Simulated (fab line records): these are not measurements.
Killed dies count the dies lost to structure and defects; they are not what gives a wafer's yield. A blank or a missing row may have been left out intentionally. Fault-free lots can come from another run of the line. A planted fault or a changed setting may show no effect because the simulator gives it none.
Matching of chambers || flow gf180mcu || GF_V5_CVD_02 on pecvd-03: 3 sister chambers
The step deposits SiO2 from TEOS, target thk 1450 nm, time 163.28 s. 3 wafers are shown with their chamber, then 9 later ones without.

## WAFERS WITH THEIR CHAMBER
{"wafer": "L082.2", "chamber": 2, "heater power w (W)": 678}
{"wafer": "L082.4", "chamber": 1, "heater power w (W)": 784}
{"wafer": "L082.6", "chamber": 0, "heater power w (W)": 504}

## WAFERS WITHOUT THEIR CHAMBER
{"wafer": "L083.3", "heater power w (W)": 747}
{"wafer": "L083.4", "heater power w (W)": 412}
{"wafer": "L083.6", "heater power w (W)": 551}
{"wafer": "L095.2", "heater power w (W)": 789}
{"wafer": "L095.3", "heater power w (W)": 645}
{"wafer": "L095.5", "heater power w (W)": 689}
{"wafer": "L096.1", "heater power w (W)": 524}
{"wafer": "L096.3", "heater power w (W)": 735}
{"wafer": "L096.5", "heater power w (W)": 802}

## EACH ONE'S CHAMBER
{"wafer": "L083.3", "from the rows above": "can't be placed: 1 or 2", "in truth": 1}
{"wafer": "L083.4", "from the rows above": 0, "in truth": 0}
{"wafer": "L083.6", "from the rows above": "can't be placed: 0 or 2", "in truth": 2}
{"wafer": "L095.2", "from the rows above": 1, "in truth": 1}
{"wafer": "L095.3", "from the rows above": 2, "in truth": 2}
{"wafer": "L095.5", "from the rows above": "can't be placed: 2 or 1", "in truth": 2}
{"wafer": "L096.1", "from the rows above": 0, "in truth": 0}
{"wafer": "L096.3", "from the rows above": "can't be placed: 1 or 2", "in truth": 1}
{"wafer": "L096.5", "from the rows above": 1, "in truth": 1}
Correctly placed: 5 of 9. These rows do not allow placing 4 (true chamber among the candidates in 4). 0 placed wrongly.
How it was worked out, from the rows above alone: a wafer's distance from a chamber is the root of the sum, over the readings, of the square of ((its reading less the chamber's mean) divided by the reading's scatter). The wafer belongs to the nearest chamber; if the next one is less than 2 further off, it can't be placed. Each chamber's mean is taken over the wafers shown for it. The scatter: root of mean squared gap, hidden wafer to nearest shown wafer, with one shown wafer a chamber.
